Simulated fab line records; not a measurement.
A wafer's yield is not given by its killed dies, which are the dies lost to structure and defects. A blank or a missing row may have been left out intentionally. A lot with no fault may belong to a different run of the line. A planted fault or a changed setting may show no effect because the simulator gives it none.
Which of the tools did it? + flow gf180mcu + 12 lots with 36 wafers sampled at 5 steps, on a route of 602 steps

WHAT THE GAUGES SHOWED, per wafer
GF_DNWELL_TW_MEAS_09.
| lot  | measured    | on            | DNWELL_TW      |
|------|-------------|---------------|----------------|
| L951 | day 2 19:18 | film-metro-01 | 1365 1371 1371 |
| L953 | day 3 06:09 | film-metro-01 | 1358 1359 1358 |
| L954 | day 3 10:25 | film-metro-01 | 1374 1361 1358 |
| L955 | day 3 15:08 | film-metro-04 | 1328 1337 1330 |
| L956 | day 3 21:25 | film-metro-01 | 1370 1370 1363 |
| L957 | day 4 01:43 | film-metro-01 | 1376 1373 1382 |
| L964 | day 5 15:19 | film-metro-01 | 1361 1362 1360 |
| L966 | day 6 03:55 | film-metro-03 | 1315 1316 1314 |
| L967 | day 6 07:43 | film-metro-01 | 1356 1359 1349 |
| L971 | day 7 04:56 | film-metro-01 | 1363 1370 1366 |
| L972 | day 7 11:31 | film-metro-03 | 1348 1342 1346 |
| L973 | day 7 16:58 | film-metro-04 | 1337 1336 1339 |

GF_MVPSD_TW_MEAS_11.
| lot  | measured     | on            | MVPSD_TW    |
|------|--------------|---------------|-------------|
| L951 | day 5 01:06  | film-metro-04 | 551 553 551 |
| L953 | day 5 14:41  | film-metro-04 | 551 553 553 |
| L954 | day 5 19:56  | film-metro-03 | 547 546 545 |
| L955 | day 6 01:10  | film-metro-04 | 552 550 547 |
| L956 | day 6 07:32  | film-metro-04 | 553 547 551 |
| L957 | day 6 13:07  | film-metro-02 | 558 556 556 |
| L964 | day 8 07:13  | film-metro-03 | 543 547 547 |
| L966 | day 8 20:29  | film-metro-04 | 545 547 547 |
| L967 | day 9 02:18  | film-metro-02 | 559 557 558 |
| L971 | day 10 01:58 | film-metro-04 | 545 547 545 |
| L972 | day 10 07:55 | film-metro-04 | 544 546 546 |
| L973 | day 10 15:13 | film-metro-04 | 548 545 551 |

EACH LOT AND THE TOOL THAT RAN IT (in order: tool; ch and the chambers of the sampled wafers; start)
| lot  | GF_STI_PEB_10                               | GF_STI_ETCH_13                    | GF_STI_STRIP_15                     |
|------|---------------------------------------------|-----------------------------------|-------------------------------------|
| L951 | litho-track-04 ch 0, day 2 01:44 or earlier | rie-diel-02 ch 0,3, day 2 01:44   | plasma-asher-04 ch 0,1, day 2 01:55 |
| L953 | litho-track-01 ch 0, day 2 12:32 or earlier | rie-diel-03 ch 0,1,2, day 2 12:32 | plasma-asher-04 ch 0,1, day 2 12:44 |
| L954 | litho-track-02 ch 0, day 2 16:58 or earlier | rie-diel-03 ch 0,1,3, day 2 16:58 | plasma-asher-01 ch 0,1, day 2 17:09 |
| L955 | litho-track-02 ch 0, day 2 22:01 or earlier | rie-diel-01 ch 0,1,2, day 2 22:01 | plasma-asher-01 ch 0,1, day 2 22:10 |
| L956 | litho-track-02 ch 0, day 3 03:55 or earlier | rie-diel-02 ch 0,1,3, day 3 03:55 | plasma-asher-03 ch 0,1, day 3 04:04 |
| L957 | litho-track-01 ch 0, day 3 07:14 or earlier | rie-diel-02 ch 0,2,3, day 3 07:14 | plasma-asher-04 ch 0,1, day 3 07:24 |
| L964 | litho-track-04 ch 0, day 4 19:59 or earlier | rie-diel-02 ch 0,2,3, day 4 19:59 | plasma-asher-04 ch 0,1, day 4 20:08 |
| L966 | litho-track-01 ch 0, day 5 08:02 or earlier | rie-diel-03 ch 0,1,3, day 5 08:02 | plasma-asher-04 ch 0,1, day 5 08:14 |
| L967 | litho-track-04 ch 0, day 5 11:35 or earlier | rie-diel-01 ch 0,3, day 5 11:35   | plasma-asher-01 ch 0,1, day 5 11:46 |
| L971 | litho-track-02 ch 0, day 6 08:13 or earlier | rie-diel-01 ch 1,3, day 6 08:13   | plasma-asher-04 ch 0,1, day 6 08:22 |
| L972 | litho-track-01 ch 0, day 6 13:53 or earlier | rie-diel-01 ch 0,1,3, day 6 13:53 | plasma-asher-04 ch 0,1, day 6 14:03 |
| L973 | litho-track-02 ch 0, day 6 18:28 or earlier | rie-diel-01 ch 0,1,2, day 6 18:28 | plasma-asher-03 ch 0, day 6 18:37   |
- GF_STI_PEB_10: peb time 91.24 s.
- GF_STI_ETCH_13: etches the open film in CHF3/O2, stops on Si, target depth 282.31 nm, time 112.9 s.
- GF_STI_STRIP_15: strips in O2/N2.

AS READ BY THE TOOLS THEMSELVES (means over the sampled wafers that have a number; for cases with no such wafer, the mark the record gives instead)
GF_STI_PEB_10.
| lot  | tool           | plate-sensor-t-centre-C (C) | plate-sensor-t-edge-C (C) | resist-line-temp-C (C) |
|------|----------------|-----------------------------|---------------------------|------------------------|
| L951 | litho-track-04 | 136.12                      | 136.30                    | 23.17                  |
| L953 | litho-track-01 | 136.14                      | 136.29                    | 22.90                  |
| L954 | litho-track-02 | 136.12                      | 136.30                    | 23.03                  |
| L955 | litho-track-02 | 136.13                      | 136.29                    | 22.94                  |
| L956 | litho-track-02 | 136.13                      | 136.29                    | 23.12                  |
| L957 | litho-track-01 | 136.13                      | 136.30                    | 22.92                  |
| L964 | litho-track-04 | 136.13                      | 136.30                    | 23.11                  |
| L966 | litho-track-01 | 136.14                      | 136.30                    | 22.97                  |
| L967 | litho-track-04 | 136.13                      | 136.29                    | 23.02                  |
| L971 | litho-track-02 | 136.13                      | 136.29                    | 23.06                  |
| L972 | litho-track-01 | 136.13                      | 136.29                    | 22.99                  |
| L973 | litho-track-02 | 136.13                      | 136.29                    | 23.03                  |

GF_STI_ETCH_13.
| lot  | tool        | drypump-motor-current-A (A) | oes-product-au (a.u.) | throttle-valve-pct (%) |
|------|-------------|-----------------------------|-----------------------|------------------------|
| L951 | rie-diel-02 | 5.5                         | 0.835                 | 8.823                  |
| L953 | rie-diel-03 | 5.9                         | 0.841                 | 8.816                  |
| L954 | rie-diel-03 | 6.2                         | 0.838                 | 8.815                  |
| L955 | rie-diel-01 | 5.6                         | 0.841                 | 8.804                  |
| L956 | rie-diel-02 | 5.9                         | 0.843                 | 8.815                  |
| L957 | rie-diel-02 | 5.6                         | 0.836                 | 8.801                  |
| L964 | rie-diel-02 | 5.7                         | 0.832                 | 8.822                  |
| L966 | rie-diel-03 | 6.2                         | 0.838                 | 8.809                  |
| L967 | rie-diel-01 | 5.5                         | 0.829                 | 8.811                  |
| L971 | rie-diel-01 | 5.6                         | 0.827                 | 8.813                  |
| L972 | rie-diel-01 | 5.7                         | 0.825                 | 8.806                  |
| L973 | rie-diel-01 | 5.7                         | 0.834                 | 8.808                  |

GF_STI_STRIP_15.
| lot  | tool            | drypump-motor-current-A (A) | heater-power-w (W) | oes-product-au (a.u.) | strip-time-to-endpoint-s (s) |
|------|-----------------|-----------------------------|--------------------|-----------------------|------------------------------|
| L951 | plasma-asher-04 | 5.6                         | 298                | 0.382                 | 3.78                         |
| L953 | plasma-asher-04 | 5.4                         | 307                | 0.385                 | 3.77                         |
| L954 | plasma-asher-01 | 5.5                         | 319                | 0.389                 | 3.77                         |
| L955 | plasma-asher-01 | 5.4                         | 324                | 0.386                 | 3.73                         |
| L956 | plasma-asher-03 | 6.1                         | 377                | 0.382                 | 3.75                         |
| L957 | plasma-asher-04 | 5.6                         | 296                | 0.382                 | 3.70                         |
| L964 | plasma-asher-04 | 5.4                         | 308                | 0.377                 | 3.57                         |
| L966 | plasma-asher-04 | 5.4                         | 308                | 0.383                 | 3.77                         |
| L967 | plasma-asher-01 | 5.5                         | 314                | 0.384                 | 3.72                         |
| L971 | plasma-asher-04 | 5.6                         | 295                | 0.384                 | 3.72                         |
| L972 | plasma-asher-04 | 5.4                         | 311                | 0.388                 | 3.72                         |
| L973 | plasma-asher-03 | 5.7                         | 340                | 0.383                 | 3.69                         |

THE ANSWER, worked out from the rows above alone
Rule: the usual values come from the lots themselves. The widest of any qualifying gaps counts: lots, ordered by their means at a reading, are off when they make up no more than a third of the lots, leave a main group of 4 or more, and stand apart from it by 3 or more times the standard deviation of that group's means. Not used: any main group whose means are identical at the precision the tables above print for the reading. A lot without any number at a reading at which 4 lots or more have one is off too. All remaining lots with rows at the step are treated as sound. Order of review: gauges by route order, followed by the tools' own readings, for which a lot's mean as printed above is used. The first step at which some lot is off is used, and at that step the reading that is off furthest; a lot without a number counts as furthest.
Off: L964, at GF_STI_STRIP_15 (strip-time-to-endpoint-s). Main group: mean 3.74 s, sd 0.03.
If a tool, at that step or one of the process steps before it, ran each lot that is off and ran no sound lot following the first of them, it fits. Because GF_STI_PEB_10 lacks a start for some lots, the hours and order of its lots are taken from GF_STI_ETCH_13. One fits: rie-diel-02 at GF_STI_ETCH_13. A fault onset in the window from L957 (day 3 07:14, its last sound lot) to L964 (day 4 19:59, its first lot off) fits.

WHAT THE SIMULATOR HAD PUT IN
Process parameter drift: rie-diel-02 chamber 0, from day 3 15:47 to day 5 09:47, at GF_STI_ETCH_13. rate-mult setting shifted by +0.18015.
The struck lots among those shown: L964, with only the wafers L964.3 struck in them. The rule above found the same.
